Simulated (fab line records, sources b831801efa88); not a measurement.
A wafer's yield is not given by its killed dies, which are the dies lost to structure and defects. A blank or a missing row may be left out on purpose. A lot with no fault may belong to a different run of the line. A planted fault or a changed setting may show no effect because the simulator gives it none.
Chamber matching ; flow gf180mcu ; 3 sister chambers for GF_V1_CVD_00 on hdpcvd-02
The step deposits SiO2, target thk 600 nm, time 100 s. 16 wafers are shown with their chamber, then 8 later ones without.

== WAFERS, EACH WITH ITS CHAMBER ==
wafer;chamber;sih4-flow-sccm (sccm)
L504.3;2;60.11
L504.4;1;60.35
L504.5;0;59.81
L505.2;0;60.00
L505.4;0;59.99
L505.5;1;60.06
L507.3;0;60.05
L507.5;1;59.91
L507.6;0;59.92
L509.1;0;59.98
L509.3;2;60.02
L509.6;0;59.83
L513.1;1;60.04
L513.5;1;60.29
L513.6;0;60.35
L514.1;1;60.09

SIGNATURES (averages over the wafers above)
reading;chamber 0;chamber 1;chamber 2;scatter within a chamber
sih4-flow-sccm;59.9913;60.1233;60.0650;0.161
Rule: for each reading, subtract the chamber's mean from the wafer's reading, divide by that reading's scatter and square the result; add these up over the readings and take the root, which gives the wafer's distance from the chamber. The wafer belongs to the nearest chamber; if the next one is less than 2 further off, it can't be placed. The scatter is the square root of a quotient: the sum, over the shown wafers, of each reading's squared deviation from its chamber's mean, divided by wafers minus chambers.

== WAFERS WITH NO CHAMBER GIVEN ==
wafer;sih4-flow-sccm (sccm)
L514.4;59.83
L514.6;60.10
L524.2;60.25
L524.4;59.87
L524.5;59.84
L526.1;59.96
L526.3;60.16
L526.4;60.30

== THE CHAMBER EACH PASSED THROUGH ==
wafer;from the rows above;in truth
L514.4;can't be placed: 0 or 2 or 1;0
L514.6;can't be placed: 1 or 2 or 0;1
L524.2;can't be placed: 1 or 2 or 0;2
L524.4;can't be placed: 0 or 2 or 1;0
L524.5;can't be placed: 0 or 2 or 1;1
L526.1;can't be placed: 0 or 2 or 1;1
L526.3;can't be placed: 1 or 2 or 0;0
L526.4;can't be placed: 1 or 2 or 0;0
Correct placement for 0 of the 8. Unplaceable from these rows: 8, with the true chamber sitting among the candidates in 8. Number placed wrongly: 0.
